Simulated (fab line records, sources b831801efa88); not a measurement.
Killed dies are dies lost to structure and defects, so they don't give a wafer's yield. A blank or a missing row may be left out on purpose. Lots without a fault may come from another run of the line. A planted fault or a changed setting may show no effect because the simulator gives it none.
Problem report in the 8D (eight disciplines) form, filled by code | flow sky130 | the parts of the form that need people (team, actions taken, sign-off) are left out

1. THE PROBLEM
CAPM_TIN_RS at SKY_CAPM_RS_MEAS_03 reads a mean of 6.41 ohm/sq on 1 wafer of 1 lot; wafers without a fault read 7.08 ohm/sq with a standard deviation of 0.091. That is -7.4 standard deviations from the usual mean.
The step: measures by four-point-probe.
First seen on wafer L223.4, day 41 21:50, on film_metro-03. The record holds 30 wafers of 10 lots with a number at this step. Rule for "out", or "out of limits": more than 4 standard deviations from the usual mean. The other wafers with a number count as sound.

2. WHAT IT IS AND WHAT IT IS NOT
question                    | is                | is not
which readings at this step | CAPM_TIN_RS       | -
which lots                  | L223              | L212, L214, L215, L216, L218, L230, L232, L233, L234
which wafers of those lots  | L223.4            | L223.2, L223.3
read on which gauges        | film_metro-03     | film_metro-01, film_metro-04
when                        | from day 41 21:50 | up to then (17 sound wafers); but 12 sound wafers of L230, L232, L233, L234 came after

3. SUSPECTS, AND WHAT RULES EACH OUT
Counting: a tool at a process step up to the reading stays a suspect if it ran every lot that is out. Sound lots after the first of them don't rule it out here, since some wafers of a struck lot are sound.
- the gauge at SKY_CAPM_RS_MEAS_03: ruled out. All the wafers that are out were read on film_metro-03, but those of them that SKY_CAPM_METAL_ETCH_13 has rows for are out there too, on other tools.
- pvd_sputter-02 at SKY_CAPM_SPUTTER_02 (material TiN, target thk 200 nm, time 166.7 s): kept. It ran the lot that is out, L223 (day 41 21:42); its last sound lot up to then is L218 (day 40 09:37).
Left after counting: pvd_sputter-02 at SKY_CAPM_SPUTTER_02.

4. THE CAUSE (what the simulator had put in)
Process parameter drift: pvd_sputter-02, from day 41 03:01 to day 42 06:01, at SKY_CAPM_SPUTTER_02. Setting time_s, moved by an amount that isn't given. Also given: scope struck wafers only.
Counting left only this tool.

5. THE CHAIN OF EFFECTS, in route order
Each row: a reading whose mean over the struck wafers that have a number lies more than 3 standard deviations from the usual. Only readings for which the record gives a usual standard deviation are gone through. hours: the time from each lot's start at the first step in this table that gives one to its start at this step, as a median over the lots. sigmas: the change in usual standard deviations.
hours | step                   | reading            | usual       | on struck wafers | change | sigmas
0     | SKY_CAPM_RS_MEAS_03    | CAPM_TIN_RS        | 7.08 ohm/sq | 6.41             | -0.67  | -7.4
0     | SKY_CAPM_THK_MEAS_04   | CAPM_TIN_THK       | 193.6 nm    | 211.5            | +17.9  | +6.9
24    | SKY_CAPM_METAL_ETCH_13 | oes_product_au     | 0.928 a.u.  | 0.984            | +0.056 | +6.8
24    | SKY_CAPM_METAL_ETCH_13 | throttle_valve_pct | 21.910 %    | 21.879           | -0.031 | -3.1
The process steps in it:
- SKY_CAPM_METAL_ETCH_13: etches TiN in Cl2/BCl3, stops on SiO2, target depth 220 nm, time 62.9 s.

6. WHAT WOULD HAVE CAUGHT IT SOONER
In this record the first reading out of limits at a measuring or inspecting step was taken at day 41 21:50, 19 hours after the fault began at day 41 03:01.
Of the tool readings at SKY_CAPM_SPUTTER_02 for which the record gives a usual standard deviation, none was out on any struck wafer, so an alarm limit of 4 standard deviations on them would not have fired.
All the lots that are out (1) had begun SKY_CAPM_SPUTTER_02 on pvd_sputter-02 by day 41 21:50. A hold on the tool at that time would have spared none of them.
